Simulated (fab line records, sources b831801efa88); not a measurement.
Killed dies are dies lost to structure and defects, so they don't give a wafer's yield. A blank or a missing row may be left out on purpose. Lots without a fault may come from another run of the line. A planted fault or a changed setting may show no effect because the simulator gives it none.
Chamber matching | flow sky130 | SKY_LI_CONTACT_CMP_02 on cmp-01: 4 sister chambers
The step polishes PSG. 8 wafers are shown with their chamber, then 8 later ones without.

WAFERS WITH THEIR CHAMBER
wafer  | chamber | motor_current_A (A) | time_to_endpoint_s (s)
L145.4 | 3       | 12.7                | 31.8
L148.1 | 3       | 13.8                | 33.3
L148.3 | 1       | 12.9                | 34.0
L148.5 | 2       | 13.1                | 36.0
L151.2 | 0       | 13.2                | 32.7
L151.3 | 2       | 14.3                | 38.7
L151.6 | 0       | 14.7                | 31.5
L155.1 | 1       | 12.3                | 30.8

WAFERS WITHOUT THEIR CHAMBER
wafer  | motor_current_A (A) | time_to_endpoint_s (s)
L155.3 | 13.9                | 32.6
L155.5 | 13.4                | 34.0
L157.1 | 13.9                | 36.1
L157.2 | 12.5                | 35.5
L157.6 | 12.3                | 34.3
L160.2 | 14.7                | 33.9
L160.5 | 13.5                | 26.9
L160.6 | 12.3                | 34.8

WHICH CHAMBER EACH WENT THROUGH
wafer  | from the rows above               | in truth
L155.3 | can't be placed: 0 or 3 or 1      | 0
L155.5 | can't be placed: 3 or 0 or 1 or 2 | 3
L157.1 | can't be placed: 2 or 3 or 0 or 1 | 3
L157.2 | can't be placed: 2 or 1 or 3 or 0 | 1
L157.6 | can't be placed: 1 or 3 or 0 or 2 | 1
L160.2 | can't be placed: 0 or 3 or 2 or 1 | 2
L160.5 | can't be placed: 0 or 3 or 1      | 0
L160.6 | can't be placed: 1 or 3 or 2 or 0 | 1
Placed correctly: 0 of 8. Can't be placed from these rows: 8 (the true chamber is among the candidates in 8). Placed wrongly: 0.
How it was worked out, from the rows above alone: a wafer's distance from a chamber is the root of the sum, over the readings, of the square of ((its reading less the chamber's mean) divided by the reading's scatter). The wafer belongs to the nearest chamber; if the next one is less than 2 further off, it can't be placed. A chamber's mean is the mean of its shown wafers. The scatter: the root of (the sum of the squares of (reading less its chamber's mean) over the shown wafers, divided by (wafers less chambers)).
